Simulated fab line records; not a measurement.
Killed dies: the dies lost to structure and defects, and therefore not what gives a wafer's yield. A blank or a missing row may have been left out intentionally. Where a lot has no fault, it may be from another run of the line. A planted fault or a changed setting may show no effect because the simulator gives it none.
8D (eight disciplines) problem report, filled in by code / flow sky130 / the parts of the form that need people (team, actions taken, sign-off) are left out

== 1. WHAT WENT WRONG ==
Mean of oesProductAu at SKY_METAL4_METAL_ETCH_18: 0.979 a.u. across 6 wafers in 2 lots; on wafers with no fault it is 0.867 a.u. (standard deviation 0.0056). Relative to the usual mean, that is a shift of +20 standard deviations.
The step: etches the open film in Cl2/BCl3, stops on SiO2, target depth 845 nm, time 183.1 s.
The first sign was on wafer L244.1 at day 46 22:13, on rieMetal-04. The record has a number at this step for 42 wafers belonging to 14 lots. Rule for "out" (also "out of limits"): further than 4 standard deviations from the usual mean. Any other wafer with a number is counted as sound.

== 2. WHAT IT IS AND WHAT IT IS NOT ==
question=which readings at this step; is=oesProductAu; is not=drypumpMotorCurrentA, throttleValvePct
question=which lots; is=L244, L248; is not=L226, L227, L228, L232, L233, L234, L235, L236, L237, L238, L239, L240
question=which wafers of those lots; is=all that have a number; is not=-
question=read on which tools; is=rieMetal-03, rieMetal-04; is not=rieMetal-01
question=when; is=from day 46 22:13; is not=up to then (36 sound wafers)

== 3. SUSPECTS, AND WHAT RULES EACH OUT ==
Counting: a tool at any process step up to the reading remains a suspect when it ran all the lots that are out and ran no sound lot after the first of those.
- pvdSputter-04 at SKY_METAL4_SPUTTER_02 (material AlCu, target thk 735 nm, time 39.1 s): kept. All lots that are out passed through it, beginning with L244 at day 45 02:26, and no sound lot followed; its final sound lot before that point was L238 at day 43 07:50.
- rieMetal-02 at SKY_CAP2M_METAL_ETCH_13 (etches TiN in Cl2/BCl3, stops on SiO2, target depth 220 nm, time 62.9 s): kept. All lots that are out passed through it, beginning with L244 at day 45 23:55, and no sound lot followed; its final sound lot before that point was L239 at day 44 12:45.
The count leaves rieMetal-02 at SKY_CAP2M_METAL_ETCH_13 and pvdSputter-04 at SKY_METAL4_SPUTTER_02.

== 4. THE CAUSE (what the simulator had put in) ==
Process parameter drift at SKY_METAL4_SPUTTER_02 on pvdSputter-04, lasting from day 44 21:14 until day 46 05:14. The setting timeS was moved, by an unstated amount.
This tool is one of the 2 suspects left after counting.

== 5. THE EFFECT CHAIN, in route order ==
Each row: a reading whose mean over the struck wafers that have a number lies more than 3 standard deviations from the usual. Only readings whose record carries a usual standard deviation are examined. hours: median over the lots of the time between each lot's start at the first step of this table that gives one and its start at this step. sigmas: the change, counted in usual standard deviations.
hours=0; step=SKY_METAL4_METAL_ETCH_18; reading=oesProductAu; usual=0.867 a.u.; on struck wafers=0.979; change=+0.112; sigmas=+20
The process steps in it:
- SKY_METAL4_METAL_ETCH_18: etches the open film in Cl2/BCl3, stops on SiO2, target depth 845 nm, time 183.1 s.
Later measuring or inspecting steps at which every struck wafer that the step has a row for has a number for every such reading, and none has moved that far: SKY_VIA4_OVL_MEAS_11.

== 6. WHAT WOULD HAVE CAUGHT IT SOONER ==
49 hours passed between the start of the fault at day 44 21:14 and the first reading out of limits in this record, taken at day 46 22:13.
An alarm limit of 4 standard deviations would not have fired on the tool readings at SKY_METAL4_SPUTTER_02 for which the record gives a usual standard deviation, since none of them was out on any struck wafer.
By day 46 22:13, every lot that is out (2) had started SKY_METAL4_SPUTTER_02 on pvdSputter-04. Tool hold at that time: it would have spared none of them.
